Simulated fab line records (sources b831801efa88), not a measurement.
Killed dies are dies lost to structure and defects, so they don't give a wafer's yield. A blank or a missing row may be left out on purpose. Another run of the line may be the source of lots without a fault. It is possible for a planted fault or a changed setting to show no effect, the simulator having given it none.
fab line records :: flow gf180mcu
record
  lots=9
  wafers=27
  last_day=32
route steps=602 shown V2@403 V5@544 TOP_METAL@567
lots that met no fault: from a run of the same line without faults
start_h: start of the lot's first displayed wafer, in hours after the record's first day :: wait_h: hours from the lot's prior step to this one :: " as in the row above :: L1.1+2: one row covering several wafers at once :: - value missing, or start not given :: * or withheld: withheld :: < > ~ a bound
route shown NAME@n: NAME is a module with steps in the file, n the number in the route of the first one :: usual: mean/standard deviation taken from wafers without a fault :: same: alike in all rows :: chamber/n: place in a boat :: sites: the reading at each site :: _std_site: the values' standard deviation :: _edge_site: mean of outer sites minus mean of inner sites :: radius_mm: for every site, how far away it sits from the centre of the wafer :: mask NAME#n: copy n :: behind: the last tool/chamber to shape the wafer :: hold: cause of the lot's hold/its duration in hours/its outcome :: device: names the non-switching transistor (n, p or np) :: end of line: the same wafers' tests at the end of the route :: a step without rows: its recipe alone :: killed: dies lost to structure and defects at the first sort, not the wafer's yield :: map: a wafer's dies, marking killed ones x, the rest . and places with no die _
set.NAME: the setting the step ran with; set.NAME@STEP: the setting that earlier step ran with :: model.NAME: the simulator's own value behind a step, which no gauge read
a sample of lots followed through the steps of the route, with each step as a table and each wafer as a row
services: when a tool's chamber went out of use (start_h, in hours from the record's first day, below 0 if earlier), for how many hours, and the reason
## steps
# step GF_V2_SPUTTER_21
# recipe
  material=Ti
  target_thk_nm=15
  chamber_pressure_pa=5
  power_w=2500
  substrate_temp_c=200
  time_s=80.02
# usual
  throttle_valve_pct=30.4/1.7
lot.wafer: L565.2
tool: pvd_sputter-04
chamber: -
start_h: 459.78
wait_h: 0.0
throttle_valve_pct: 31.3

lot.wafer: L565.5
tool: pvd_sputter-04
chamber: -
start_h: 459.78
wait_h: 0.0
throttle_valve_pct: 28.2

lot.wafer: L565.6
tool: pvd_sputter-04
chamber: -
start_h: 459.78
wait_h: 0.0
throttle_valve_pct: 30.2

lot.wafer: L566.1
tool: pvd_sputter-04
chamber: -
start_h: 470.12
wait_h: 0.0
throttle_valve_pct: 28.1

lot.wafer: L566.3
tool: pvd_sputter-04
chamber: -
start_h: 470.12
wait_h: 0.0
throttle_valve_pct: 29.8

lot.wafer: L566.5
tool: pvd_sputter-04
chamber: -
start_h: 470.12
wait_h: 0.0
throttle_valve_pct: 29.3

lot.wafer: L567.2
tool: pvd_sputter-02
chamber: -
start_h: 478.86
wait_h: 0.0
throttle_valve_pct: 33.5

lot.wafer: L567.5
tool: pvd_sputter-02
chamber: -
start_h: 478.86
wait_h: 0.0
throttle_valve_pct: 31.8

lot.wafer: L567.6
tool: pvd_sputter-02
chamber: -
start_h: 478.86
wait_h: 0.0
throttle_valve_pct: 31.1

lot.wafer: L568.1
tool: pvd_sputter-02
chamber: -
start_h: 490.38
wait_h: 0.0
throttle_valve_pct: 33.3

lot.wafer: L568.3
tool: pvd_sputter-02
chamber: -
start_h: 490.38
wait_h: 0.0
throttle_valve_pct: 31.0

lot.wafer: L568.5
tool: pvd_sputter-02
chamber: -
start_h: 490.38
wait_h: 0.0
throttle_valve_pct: 33.5

lot.wafer: L569.2
tool: pvd_sputter-04
chamber: -
start_h: 498.48
wait_h: 0.0
throttle_valve_pct: 28.2

lot.wafer: L569.3
tool: pvd_sputter-04
chamber: -
start_h: 498.48
wait_h: 0.0
throttle_valve_pct: 31.6

lot.wafer: L569.5
tool: pvd_sputter-04
chamber: -
start_h: 498.48
wait_h: 0.0
throttle_valve_pct: 29.1

lot.wafer: L570.1
tool: pvd_sputter-04
chamber: -
start_h: 510.38
wait_h: 0.0
throttle_valve_pct: 29.4

lot.wafer: L570.2
tool: pvd_sputter-04
chamber: -
start_h: 510.38
wait_h: 0.0
throttle_valve_pct: 28.2

lot.wafer: L570.5
tool: pvd_sputter-04
chamber: -
start_h: 510.38
wait_h: 0.0
throttle_valve_pct: 29.9

lot.wafer: L571.2
tool: pvd_sputter-04
chamber: -
start_h: 516.75
wait_h: 0.0
throttle_valve_pct: 28.1

lot.wafer: L571.5
tool: pvd_sputter-04
chamber: -
start_h: 516.75
wait_h: 0.0
throttle_valve_pct: 29.3

lot.wafer: L571.6
tool: pvd_sputter-04
chamber: -
start_h: 516.75
wait_h: 0.0
throttle_valve_pct: 31.5

lot.wafer: L574.1
tool: pvd_sputter-04
chamber: -
start_h: 539.72
wait_h: 0.0
throttle_valve_pct: 29.8

lot.wafer: L574.2
tool: pvd_sputter-04
chamber: -
start_h: 539.72
wait_h: 0.0
throttle_valve_pct: 29.5

lot.wafer: L574.3
tool: pvd_sputter-04
chamber: -
start_h: 539.72
wait_h: 0.0
throttle_valve_pct: 31.4

lot.wafer: L579.1
tool: pvd_sputter-02
chamber: -
start_h: 583.28
wait_h: 0.0
throttle_valve_pct: 31.2

lot.wafer: L579.2
tool: pvd_sputter-02
chamber: -
start_h: 583.28
wait_h: 0.0
throttle_valve_pct: 32.0

lot.wafer: L579.3
tool: pvd_sputter-02
chamber: -
start_h: 583.28
wait_h: 0.0
throttle_valve_pct: 28.5
# step GF_V5_CMP_04
# recipe
  material=SiO2
  down_force_psi=4
  platen_rpm=60
  pad_velocity_m_s=0.94248
# usual
  motor_current_A=11.9/1.2
  platen_rpm=60.00/0.048
  slurry_filter_dp_kPa=13.49/0.14
lot.wafer: L565.2
tool: cmp-01
chamber: 2
start_h: 604.76
wait_h: 0.1
motor_current_A: 11.9
platen_rpm: 60.03
slurry_filter_dp_kPa: 13.48

lot.wafer: L565.5
tool: cmp-01
chamber: 1
start_h: 604.76
wait_h: 0.1
motor_current_A: 13.5
platen_rpm: 60.04
slurry_filter_dp_kPa: 13.54

lot.wafer: L565.6
tool: cmp-01
chamber: 2
start_h: 604.76
wait_h: 0.1
motor_current_A: 11.8
platen_rpm: 59.96
slurry_filter_dp_kPa: 13.59

lot.wafer: L566.3
tool: cmp-01
chamber: 1
start_h: 614.50
wait_h: 0.1
motor_current_A: 12.4
platen_rpm: 59.97
slurry_filter_dp_kPa: 13.29

lot.wafer: L566.1
tool: cmp-01
chamber: 2
start_h: 614.50
wait_h: 0.1
motor_current_A: 12.3
platen_rpm: 59.98
slurry_filter_dp_kPa: 13.49

lot.wafer: L566.5
tool: cmp-01
chamber: 1
start_h: 614.50
wait_h: 0.1
motor_current_A: 13.1
platen_rpm: 59.95
slurry_filter_dp_kPa: 13.47

lot.wafer: L567.2
tool: cmp-01
chamber: 0
start_h: 621.34
wait_h: 0.1
motor_current_A: 12.7
platen_rpm: 59.99
slurry_filter_dp_kPa: 13.48

lot.wafer: L567.6
tool: cmp-01
chamber: 2
start_h: 621.34
wait_h: 0.1
motor_current_A: 11.8
platen_rpm: 60.07
slurry_filter_dp_kPa: 13.39

lot.wafer: L567.5
tool: cmp-01
chamber: 3
start_h: 621.34
wait_h: 0.1
motor_current_A: 11.6
platen_rpm: 60.07
slurry_filter_dp_kPa: 13.35

lot.wafer: L568.3
tool: cmp-02
chamber: 1
start_h: 629.83
wait_h: 0.0
motor_current_A: 12.2
platen_rpm: 59.98
slurry_filter_dp_kPa: 13.76

lot.wafer: L568.1
tool: cmp-02
chamber: 0
start_h: 629.83
wait_h: 0.0
motor_current_A: 10.7
platen_rpm: 60.01
slurry_filter_dp_kPa: 13.36

lot.wafer: L568.5
tool: cmp-02
chamber: 2
start_h: 629.83
wait_h: 0.0
motor_current_A: 9.6
platen_rpm: 60.01
slurry_filter_dp_kPa: 13.61

lot.wafer: L569.3
tool: cmp-01
chamber: 0
start_h: 637.51
wait_h: 0.1
motor_current_A: 12.8
platen_rpm: 60.01
slurry_filter_dp_kPa: 13.50

lot.wafer: L569.2
tool: cmp-01
chamber: 1
start_h: 637.51
wait_h: 0.1
motor_current_A: 14.2
platen_rpm: 59.95
slurry_filter_dp_kPa: 13.56

lot.wafer: L569.5
tool: cmp-01
chamber: 0
start_h: 637.51
wait_h: 0.1
motor_current_A: 12.5
platen_rpm: 60.00
slurry_filter_dp_kPa: 13.45

lot.wafer: L570.1
tool: cmp-01
chamber: 0
start_h: 648.99
wait_h: 0.1
motor_current_A: 12.4
platen_rpm: 60.05
slurry_filter_dp_kPa: 13.62

lot.wafer: L570.2
tool: cmp-01
chamber: 1
start_h: 648.99
wait_h: 0.1
motor_current_A: 12.7
platen_rpm: 59.94
slurry_filter_dp_kPa: 13.53

lot.wafer: L570.5
tool: cmp-01
chamber: 2
start_h: 648.99
wait_h: 0.1
motor_current_A: 11.5
platen_rpm: 59.99
slurry_filter_dp_kPa: 13.63

lot.wafer: L571.2
tool: cmp-01
chamber: 1
start_h: 653.96
wait_h: 0.0
motor_current_A: 12.6
platen_rpm: 60.06
slurry_filter_dp_kPa: 13.44

lot.wafer: L571.6
tool: cmp-01
chamber: 1
start_h: 653.96
wait_h: 0.0
motor_current_A: 12.9
platen_rpm: 60.00
slurry_filter_dp_kPa: 13.32

lot.wafer: L571.5
tool: cmp-01
chamber: 2
start_h: 653.96
wait_h: 0.0
motor_current_A: 12.4
platen_rpm: 60.01
slurry_filter_dp_kPa: 13.34

lot.wafer: L574.2
tool: cmp-01
chamber: 3
start_h: 673.30
wait_h: 0.0
motor_current_A: 12.0
platen_rpm: 59.96
slurry_filter_dp_kPa: 13.52

lot.wafer: L574.3
tool: cmp-01
chamber: 0
start_h: 673.30
wait_h: 0.0
motor_current_A: 13.2
platen_rpm: 59.97
slurry_filter_dp_kPa: 13.44

lot.wafer: L574.1
tool: cmp-01
chamber: 2
start_h: 673.30
wait_h: 0.0
motor_current_A: 11.3
platen_rpm: 60.05
slurry_filter_dp_kPa: 13.43

lot.wafer: L579.1
tool: cmp-02
chamber: 2
start_h: 709.91
wait_h: 0.1
motor_current_A: 10.3
platen_rpm: 59.94
slurry_filter_dp_kPa: 13.70

lot.wafer: L579.3
tool: cmp-02
chamber: 3
start_h: 709.91
wait_h: 0.1
motor_current_A: 13.3
platen_rpm: 59.96
slurry_filter_dp_kPa: 13.18

lot.wafer: L579.2
tool: cmp-02
chamber: 0
start_h: 709.91
wait_h: 0.1
motor_current_A: 10.7
platen_rpm: 59.98
slurry_filter_dp_kPa: 13.41
# step GF_V5_ETCH_17
# recipe
  chemistry=C4F8/O2/Ar
  mask_material=KrF
  target=SiO2
  stop_on=TiN
  source_w=1500
  bias_w=1200
  pressure_mtorr=40
  c4f8_flow_sccm=withheld
  O2_flow_sccm=6
  Ar_flow_sccm=300
  time_s=withheld
  target_depth_a=8550
# usual
  oes_product_au=0.859/0.0048
lot.wafer: L565.2
tool: rie_diel-01
chamber: 1
start_h: -
wait_h: -
oes_product_au: 0.860

lot.wafer: L565.5
tool: rie_diel-01
chamber: 0
start_h: -
wait_h: -
oes_product_au: 0.849

lot.wafer: L565.6
tool: rie_diel-01
chamber: 1
start_h: -
wait_h: -
oes_product_au: 0.859

lot.wafer: L566.1
tool: rie_diel-02
chamber: 1
start_h: -
wait_h: -
oes_product_au: 0.863

lot.wafer: L566.3
tool: rie_diel-02
chamber: 3
start_h: -
wait_h: -
oes_product_au: 0.862

lot.wafer: L566.5
tool: rie_diel-02
chamber: 1
start_h: -
wait_h: -
oes_product_au: 0.859

lot.wafer: L567.2
tool: rie_diel-01
chamber: 2
start_h: -
wait_h: -
oes_product_au: 0.854

lot.wafer: L567.5
tool: rie_diel-01
chamber: 1
start_h: -
wait_h: -
oes_product_au: 0.853

lot.wafer: L567.6
tool: rie_diel-01
chamber: 2
start_h: -
wait_h: -
oes_product_au: 0.862

lot.wafer: L568.1
tool: rie_diel-03
chamber: 3
start_h: -
wait_h: -
oes_product_au: 0.855

lot.wafer: L568.3
tool: rie_diel-03
chamber: 2
start_h: -
wait_h: -
oes_product_au: 0.852

lot.wafer: L568.5
tool: rie_diel-03
chamber: 0
start_h: -
wait_h: -
oes_product_au: 0.861

lot.wafer: L569.2
tool: rie_diel-02
chamber: 2
start_h: -
wait_h: -
oes_product_au: 0.855

lot.wafer: L569.3
tool: rie_diel-02
chamber: 3
start_h: -
wait_h: -
oes_product_au: 0.866

lot.wafer: L569.5
tool: rie_diel-02
chamber: 1
start_h: -
wait_h: -
oes_product_au: 0.867

lot.wafer: L570.1
tool: rie_diel-02
chamber: 3
start_h: -
wait_h: -
oes_product_au: 0.857

lot.wafer: L570.2
tool: rie_diel-02
chamber: 0
start_h: -
wait_h: -
oes_product_au: 0.860

lot.wafer: L570.5
tool: rie_diel-02
chamber: 3
start_h: -
wait_h: -
oes_product_au: 0.861

lot.wafer: L571.2
tool: rie_diel-01
chamber: 2
start_h: -
wait_h: -
oes_product_au: 0.864

lot.wafer: L571.5
tool: rie_diel-01
chamber: 1
start_h: -
wait_h: -
oes_product_au: 0.861

lot.wafer: L571.6
tool: rie_diel-01
chamber: 2
start_h: -
wait_h: -
oes_product_au: 0.863

lot.wafer: L574.1
tool: rie_diel-03
chamber: 1
start_h: -
wait_h: -
oes_product_au: 0.864

lot.wafer: L574.2
tool: rie_diel-03
chamber: 3
start_h: -
wait_h: -
oes_product_au: 0.863

lot.wafer: L574.3
tool: rie_diel-03
chamber: 0
start_h: -
wait_h: -
oes_product_au: 0.869

lot.wafer: L579.1
tool: rie_diel-03
chamber: 3
start_h: -
wait_h: -
oes_product_au: 0.851

lot.wafer: L579.2
tool: rie_diel-03
chamber: 1
start_h: -
wait_h: -
oes_product_au: 0.764

lot.wafer: L579.3
tool: rie_diel-03
chamber: 0
start_h: -
wait_h: -
oes_product_au: 0.856
# step GF_V5_CMP_26
# recipe
  stop_on=SiO2
  down_force_psi=3.5
  platen_rpm=60
  t_overpolish_s=15
  target_thk_nm=0
  pad_velocity_m_s=0.94248
# usual
  motor_current_A=11.0/1.1
  platen_rpm=60.00/0.043
  slurry_filter_dp_kPa=13.51/0.13
lot.wafer: L565.2
tool: cmp-01
chamber: 3
start_h: 627.47
wait_h: 0.1
motor_current_A: 10.9
platen_rpm: 59.89
slurry_filter_dp_kPa: 13.55

lot.wafer: L565.6
tool: cmp-01
chamber: 1
start_h: 627.47
wait_h: 0.1
motor_current_A: 11.7
platen_rpm: 60.01
slurry_filter_dp_kPa: 13.54

lot.wafer: L565.5
tool: cmp-01
chamber: 2
start_h: 627.47
wait_h: 0.1
motor_current_A: 11.0
platen_rpm: 60.05
slurry_filter_dp_kPa: 13.52

lot.wafer: L566.3
tool: cmp-01
chamber: 1
start_h: 636.80
wait_h: 0.1
motor_current_A: 12.3
platen_rpm: 59.97
slurry_filter_dp_kPa: 13.64

lot.wafer: L566.1
tool: cmp-01
chamber: 2
start_h: 636.80
wait_h: 0.1
motor_current_A: 10.5
platen_rpm: 60.02
slurry_filter_dp_kPa: 13.63

lot.wafer: L566.5
tool: cmp-01
chamber: 3
start_h: 636.80
wait_h: 0.1
motor_current_A: 11.2
platen_rpm: 59.96
slurry_filter_dp_kPa: 13.46

lot.wafer: L567.2
tool: cmp-01
chamber: 3
start_h: 643.44
wait_h: 0.0
motor_current_A: 11.8
platen_rpm: 60.05
slurry_filter_dp_kPa: 13.53

lot.wafer: L567.5
tool: cmp-01
chamber: 3
start_h: 643.44
wait_h: 0.0
motor_current_A: 11.0
platen_rpm: 60.00
slurry_filter_dp_kPa: 13.44

lot.wafer: L567.6
tool: cmp-01
chamber: 0
start_h: 643.44
wait_h: 0.0
motor_current_A: 11.5
platen_rpm: 59.93
slurry_filter_dp_kPa: 13.75

lot.wafer: L568.1
tool: cmp-02
chamber: 2
start_h: 652.08
wait_h: 0.1
motor_current_A: 8.9
platen_rpm: 60.04
slurry_filter_dp_kPa: 13.69

lot.wafer: L568.3
tool: cmp-02
chamber: 0
start_h: 652.08
wait_h: 0.1
motor_current_A: 10.1
platen_rpm: 60.01
slurry_filter_dp_kPa: 13.35

lot.wafer: L568.5
tool: cmp-02
chamber: 1
start_h: 652.08
wait_h: 0.1
motor_current_A: 11.6
platen_rpm: 59.95
slurry_filter_dp_kPa: 13.24

lot.wafer: L569.3
tool: cmp-02
chamber: 0
start_h: 658.63
wait_h: 0.1
motor_current_A: 9.5
platen_rpm: 59.97
slurry_filter_dp_kPa: 13.36

lot.wafer: L569.2
tool: cmp-02
chamber: 1
start_h: 658.63
wait_h: 0.1
motor_current_A: 12.1
platen_rpm: 59.99
slurry_filter_dp_kPa: 13.46

lot.wafer: L569.5
tool: cmp-02
chamber: 2
start_h: 658.63
wait_h: 0.1
motor_current_A: 9.1
platen_rpm: 59.98
slurry_filter_dp_kPa: 13.38

lot.wafer: L570.2
tool: cmp-02
chamber: 0
start_h: 669.82
wait_h: 0.0
motor_current_A: 9.8
platen_rpm: 60.01
slurry_filter_dp_kPa: 13.81

lot.wafer: L570.1
tool: cmp-02
chamber: 3
start_h: 669.82
wait_h: 0.0
motor_current_A: 12.0
platen_rpm: 59.98
slurry_filter_dp_kPa: 13.38

lot.wafer: L570.5
tool: cmp-02
chamber: 0
start_h: 669.82
wait_h: 0.0
motor_current_A: 10.0
platen_rpm: 59.96
slurry_filter_dp_kPa: 13.72

lot.wafer: L571.2
tool: cmp-02
chamber: 0
start_h: 674.85
wait_h: 0.2
motor_current_A: 9.9
platen_rpm: 59.95
slurry_filter_dp_kPa: 13.58

lot.wafer: L571.6
tool: cmp-02
chamber: 1
start_h: 674.85
wait_h: 0.2
motor_current_A: 11.6
platen_rpm: 60.00
slurry_filter_dp_kPa: 13.35

lot.wafer: L571.5
tool: cmp-02
chamber: 2
start_h: 674.85
wait_h: 0.2
motor_current_A: 9.0
platen_rpm: 59.98
slurry_filter_dp_kPa: 13.49

lot.wafer: L574.3
tool: cmp-02
chamber: 0
start_h: 694.24
wait_h: 0.0
motor_current_A: 10.0
platen_rpm: 60.07
slurry_filter_dp_kPa: 13.46

lot.wafer: L574.2
tool: cmp-02
chamber: 1
start_h: 694.24
wait_h: 0.0
motor_current_A: 12.1
platen_rpm: 59.98
slurry_filter_dp_kPa: 13.30

lot.wafer: L574.1
tool: cmp-02
chamber: 2
start_h: 694.24
wait_h: 0.0
motor_current_A: 8.6
platen_rpm: 59.95
slurry_filter_dp_kPa: 13.68

lot.wafer: L579.1
tool: cmp-01
chamber: 0
start_h: 729.66
wait_h: 0.1
motor_current_A: 11.4
platen_rpm: 59.89
slurry_filter_dp_kPa: 13.42

lot.wafer: L579.2
tool: cmp-01
chamber: 1
start_h: 729.66
wait_h: 0.1
motor_current_A: 12.5
platen_rpm: 59.98
slurry_filter_dp_kPa: 13.42

lot.wafer: L579.3
tool: cmp-01
chamber: 2
start_h: 729.66
wait_h: 0.1
motor_current_A: 10.7
platen_rpm: 59.98
slurry_filter_dp_kPa: 13.59
# step GF_TOP_METAL_SPUTTER_00
# recipe
  material=Ti
  target_thk_nm=37.5
  arriving_ion_energy_ev=80
  substrate_temp_c=200
  chamber_pressure_pa=2
  power_w=4000
  time_s=150
# usual
  throttle_valve_pct=29.4/0.93
lot.wafer: L565.2
tool: pvd_sputter-04
chamber: -
start_h: 627.67
wait_h: 0.1
throttle_valve_pct: 28.5

lot.wafer: L565.5
tool: pvd_sputter-04
chamber: -
start_h: 627.67
wait_h: 0.1
throttle_valve_pct: 29.5

lot.wafer: L565.6
tool: pvd_sputter-04
chamber: -
start_h: 627.67
wait_h: 0.1
throttle_valve_pct: 31.4

lot.wafer: L566.1
tool: pvd_sputter-03
chamber: -
start_h: 637.00
wait_h: 0.1
throttle_valve_pct: 28.6

lot.wafer: L566.3
tool: pvd_sputter-03
chamber: -
start_h: 637.00
wait_h: 0.1
throttle_valve_pct: 29.3

lot.wafer: L566.5
tool: pvd_sputter-03
chamber: -
start_h: 637.00
wait_h: 0.1
throttle_valve_pct: 28.6

lot.wafer: L567.2
tool: pvd_sputter-01
chamber: -
start_h: 643.74
wait_h: 0.2
throttle_valve_pct: 30.6

lot.wafer: L567.5
tool: pvd_sputter-01
chamber: -
start_h: 643.74
wait_h: 0.2
throttle_valve_pct: 29.1

lot.wafer: L567.6
tool: pvd_sputter-01
chamber: -
start_h: 643.74
wait_h: 0.2
throttle_valve_pct: 30.1

lot.wafer: L568.1
tool: pvd_sputter-04
chamber: -
start_h: 652.33
wait_h: 0.2
throttle_valve_pct: 29.5

lot.wafer: L568.3
tool: pvd_sputter-04
chamber: -
start_h: 652.33
wait_h: 0.2
throttle_valve_pct: 31.5

lot.wafer: L568.5
tool: pvd_sputter-04
chamber: -
start_h: 652.33
wait_h: 0.2
throttle_valve_pct: 30.0

lot.wafer: L569.2
tool: pvd_sputter-03
chamber: -
start_h: 658.83
wait_h: 0.1
throttle_valve_pct: 30.6

lot.wafer: L569.3
tool: pvd_sputter-03
chamber: -
start_h: 658.83
wait_h: 0.1
throttle_valve_pct: 29.3

lot.wafer: L569.5
tool: pvd_sputter-03
chamber: -
start_h: 658.83
wait_h: 0.1
throttle_valve_pct: 30.6

lot.wafer: L570.1
tool: pvd_sputter-01
chamber: -
start_h: 670.12
wait_h: 0.1
throttle_valve_pct: 29.0

lot.wafer: L570.2
tool: pvd_sputter-01
chamber: -
start_h: 670.12
wait_h: 0.1
throttle_valve_pct: 28.3

lot.wafer: L570.5
tool: pvd_sputter-01
chamber: -
start_h: 670.12
wait_h: 0.1
throttle_valve_pct: 27.9

lot.wafer: L571.2
tool: pvd_sputter-01
chamber: -
start_h: 675.00
wait_h: 0.1
throttle_valve_pct: 28.0

lot.wafer: L571.5
tool: pvd_sputter-01
chamber: -
start_h: 675.00
wait_h: 0.1
throttle_valve_pct: 29.1

lot.wafer: L571.6
tool: pvd_sputter-01
chamber: -
start_h: 675.00
wait_h: 0.1
throttle_valve_pct: 30.5

lot.wafer: L574.1
tool: pvd_sputter-01
chamber: -
start_h: 694.54
wait_h: 0.1
throttle_valve_pct: 30.1

lot.wafer: L574.2
tool: pvd_sputter-01
chamber: -
start_h: 694.54
wait_h: 0.1
throttle_valve_pct: 30.5

lot.wafer: L574.3
tool: pvd_sputter-01
chamber: -
start_h: 694.54
wait_h: 0.1
throttle_valve_pct: 28.9

lot.wafer: L579.1
tool: pvd_sputter-04
chamber: -
start_h: 729.96
wait_h: 0.2
throttle_valve_pct: 28.1

lot.wafer: L579.2
tool: pvd_sputter-04
chamber: -
start_h: 729.96
wait_h: 0.2
throttle_valve_pct: 30.0

lot.wafer: L579.3
tool: pvd_sputter-04
chamber: -
start_h: 729.96
wait_h: 0.2
throttle_valve_pct: 31.7
## services
tool: pvd_sputter-04
chamber: -
start_h: 442.16
hours: 6.1
kind: repair

tool: cmp-02
chamber: -
start_h: 443.48
hours: 7.0
kind: pm

tool: rie_diel-03
chamber: -
start_h: 453.59
hours: 0.9
kind: repair

tool: rie_diel-02
chamber: 2
start_h: 460.60
hours: 2.4
kind: repair

tool: pvd_sputter-04
chamber: -
start_h: 465.39
hours: 3.2
kind: repair

tool: rie_diel-03
chamber: 3
start_h: 473.10
hours: 11.4
kind: repair

tool: pvd_sputter-04
chamber: -
start_h: 473.15
hours: 0.6
kind: repair

tool: cmp-02
chamber: -
start_h: 476.58
hours: 2.4
kind: repair

tool: rie_diel-03
chamber: 1
start_h: 479.00
hours: 8.5
kind: repair

tool: rie_diel-01
chamber: 3
start_h: 484.16
hours: 4.9
kind: repair

tool: cmp-01
chamber: -
start_h: 500.67
hours: 9.0
kind: pm

tool: cmp-01
chamber: -
start_h: 511.33
hours: 0.3
kind: repair

tool: cmp-01
chamber: -
start_h: 534.02
hours: 3.4
kind: repair

tool: pvd_sputter-02
chamber: -
start_h: 537.92
hours: 3.6
kind: repair

tool: cmp-02
chamber: -
start_h: 543.12
hours: 0.6
kind: repair

tool: rie_diel-01
chamber: -
start_h: 551.97
hours: 0.2
kind: repair

tool: rie_diel-01
chamber: 1
start_h: 559.88
hours: 2.4
kind: repair

tool: cmp-02
chamber: -
start_h: 572.26
hours: 4.0
kind: pm

tool: rie_diel-03
chamber: 0
start_h: 627.16
hours: 5.6
kind: repair

tool: rie_diel-02
chamber: 2
start_h: 680.62
hours: 10.0
kind: repair

tool: pvd_sputter-04
chamber: 3
start_h: 683.05
hours: -
kind: consumable_replace:kit

tool: rie_diel-02
chamber: 0
start_h: 700.51
hours: 3.8
kind: repair

tool: rie_diel-02
chamber: -
start_h: 702.76
hours: 14.6
kind: repair

tool: pvd_sputter-02
chamber: -
start_h: 716.08
hours: 0.7
kind: repair
## key
first_sign
  step=GF_V5_ETCH_17
  reading=oes_product_au
  direction=down
  sigmas=20
  usual=0.859
  struck=0.764
effect none on later readings
met_at GF_V5_CMP_04
struck_lots L579
struck_wafers L579.2
not_acting_at GF_V2_SPUTTER_21,GF_V5_CMP_26,GF_TOP_METAL_SPUTTER_00
onset_between 629.83 709.91
fault
  kind=process_parameter_drift
  tool=cmp-02
  chamber=0
  onset_h=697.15
  steps=GF_V5_CMP_04
  channel=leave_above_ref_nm
  offset=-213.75
  shape=step
  end_h=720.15
  acts_in=these_recipes_only
  stated=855
